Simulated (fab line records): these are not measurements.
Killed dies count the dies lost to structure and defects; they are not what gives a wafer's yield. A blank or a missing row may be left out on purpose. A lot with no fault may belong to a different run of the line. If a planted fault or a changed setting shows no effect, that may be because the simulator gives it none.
What tool caused it? || flow gf180mcu || 12 lots, 36 wafers sampled, at 2 steps of a route of 602

WHAT EACH GAUGE READ, for each wafer
GF_V4_BOW_MEAS_05. Usual: V4_BOW gives 139 um (standard deviation 10).
{"lot": "L609", "measured": "day 23 12:08", "on": "filmMetro-04", "V4_BOW (um)": "147 149 149", "flag": ""}
{"lot": "L610", "measured": "day 23 22:14", "on": "filmMetro-04", "V4_BOW (um)": "145 134 151", "flag": ""}
{"lot": "L611", "measured": "day 24 03:19", "on": "filmMetro-04", "V4_BOW (um)": "157 157 146", "flag": ""}
{"lot": "L612", "measured": "day 24 14:25", "on": "filmMetro-01", "V4_BOW (um)": "127 122 139", "flag": ""}
{"lot": "L614", "measured": "day 25 03:13", "on": "filmMetro-02", "V4_BOW (um)": "144 122 123", "flag": ""}
{"lot": "L615", "measured": "day 25 13:15", "on": "filmMetro-02", "V4_BOW (um)": "128 133 129", "flag": ""}
{"lot": "L616", "measured": "day 25 21:56", "on": "filmMetro-04", "V4_BOW (um)": "143 155 160", "flag": ""}
{"lot": "L617", "measured": "day 26 08:49", "on": "filmMetro-04", "V4_BOW (um)": "125 123 132", "flag": ""}
{"lot": "L619", "measured": "day 26 23:06", "on": "filmMetro-04", "V4_BOW (um)": "162 146 155", "flag": ""}
{"lot": "L622", "measured": "day 27 19:23", "on": "filmMetro-04", "V4_BOW (um)": "123 125 112", "flag": ""}
{"lot": "L628", "measured": "day 29 10:20", "on": "filmMetro-01", "V4_BOW (um)": "138 147 137", "flag": ""}
{"lot": "L631", "measured": "day 30 08:14", "on": "filmMetro-01", "V4_BOW (um)": "128 147 134", "flag": ""}

EACH LOT AND THE TOOL THAT RAN IT (in order: tool; ch and the chambers of the sampled wafers; start)
{"lot": "L609", "GF_V3_CMP_26": "cmp-01 ch 2,3, day 22 10:22"}
{"lot": "L610", "GF_V3_CMP_26": "cmp-01 ch 0,1,3, day 22 21:53"}
{"lot": "L611", "GF_V3_CMP_26": "cmp-01 ch 0,1,3, day 23 03:04"}
{"lot": "L612", "GF_V3_CMP_26": "cmp-01 ch 0,3, day 23 14:19"}
{"lot": "L614", "GF_V3_CMP_26": "cmp-02 ch 2,3, day 24 05:34"}
{"lot": "L615", "GF_V3_CMP_26": "cmp-01 ch 2,3, day 24 14:02"}
{"lot": "L616", "GF_V3_CMP_26": "cmp-01 ch 0,1,2, day 24 23:14"}
{"lot": "L617", "GF_V3_CMP_26": "cmp-02 ch 2,3, day 25 09:25"}
{"lot": "L619", "GF_V3_CMP_26": "cmp-02 ch 0,1,2, day 26 00:19"}
{"lot": "L622", "GF_V3_CMP_26": "cmp-01 ch 1,3, day 26 21:08"}
{"lot": "L628", "GF_V3_CMP_26": "cmp-01 ch 0,1,3, day 28 13:32"}
{"lot": "L631", "GF_V3_CMP_26": "cmp-01 ch 0,2,3, day 29 11:59"}
- GF_V3_CMP_26: polishes, stops on SiO2, t overpolish 15 s, target thk 0 nm.

WHAT THE TOOLS THEMSELVES READ (means of the sampled wafers that have a number; where no wafer has one, the mark that the record gives instead)
GF_V3_CMP_26. Usual: motorCurrentA 11.7 A, standard deviation 1.1; overpolishRunS 15.002 s, standard deviation 0.0088; timeToEndpointS 83 s, standard deviation 3.5.
{"lot": "L609", "tool": "cmp-01", "motorCurrentA (A)": 12.4, "overpolishRunS (s)": 14.991, "timeToEndpointS (s)": 82, "flag": ""}
{"lot": "L610", "tool": "cmp-01", "motorCurrentA (A)": 11.1, "overpolishRunS (s)": 14.995, "timeToEndpointS (s)": 80, "flag": ""}
{"lot": "L611", "tool": "cmp-01", "motorCurrentA (A)": 11.1, "overpolishRunS (s)": 15.004, "timeToEndpointS (s)": 81, "flag": ""}
{"lot": "L612", "tool": "cmp-01", "motorCurrentA (A)": 10.7, "overpolishRunS (s)": 15.011, "timeToEndpointS (s)": 81, "flag": ""}
{"lot": "L614", "tool": "cmp-02", "motorCurrentA (A)": 11.8, "overpolishRunS (s)": 15.002, "timeToEndpointS (s)": 92, "flag": ""}
{"lot": "L615", "tool": "cmp-01", "motorCurrentA (A)": 12.2, "overpolishRunS (s)": 15.000, "timeToEndpointS (s)": 83, "flag": ""}
{"lot": "L616", "tool": "cmp-01", "motorCurrentA (A)": 10.8, "overpolishRunS (s)": 15.004, "timeToEndpointS (s)": 79, "flag": ""}
{"lot": "L617", "tool": "cmp-02", "motorCurrentA (A)": 12.2, "overpolishRunS (s)": 15.011, "timeToEndpointS (s)": 85, "flag": ""}
{"lot": "L619", "tool": "cmp-02", "motorCurrentA (A)": 12.3, "overpolishRunS (s)": 15.009, "timeToEndpointS (s)": 79, "flag": ""}
{"lot": "L622", "tool": "cmp-01", "motorCurrentA (A)": 11.0, "overpolishRunS (s)": 14.994, "timeToEndpointS (s)": 81, "flag": ""}
{"lot": "L628", "tool": "cmp-01", "motorCurrentA (A)": 10.7, "overpolishRunS (s)": 14.999, "timeToEndpointS (s)": 85, "flag": ""}
{"lot": "L631", "tool": "cmp-01", "motorCurrentA (A)": 11.9, "overpolishRunS (s)": 14.999, "timeToEndpointS (s)": 87, "flag": ""}

THE ANSWER, worked out from the rows above alone
Rule: lot off if the mean of its wafers having a number is beyond 3 standard deviations from the usual mean. A lot without any number at a reading at which 4 lots or more have one is off too. Any other lot the step has rows for is counted as sound. The gauges are gone through in route order, then the tools' own readings, and for those a lot's mean is taken as printed above. At the first step where some lot is off, the reading lying furthest off is the one used; lots without a number count as furthest.
Across all readings shown, no lot is off: no conclusion can be drawn from this.

WHAT THE SIMULATOR PUT IN
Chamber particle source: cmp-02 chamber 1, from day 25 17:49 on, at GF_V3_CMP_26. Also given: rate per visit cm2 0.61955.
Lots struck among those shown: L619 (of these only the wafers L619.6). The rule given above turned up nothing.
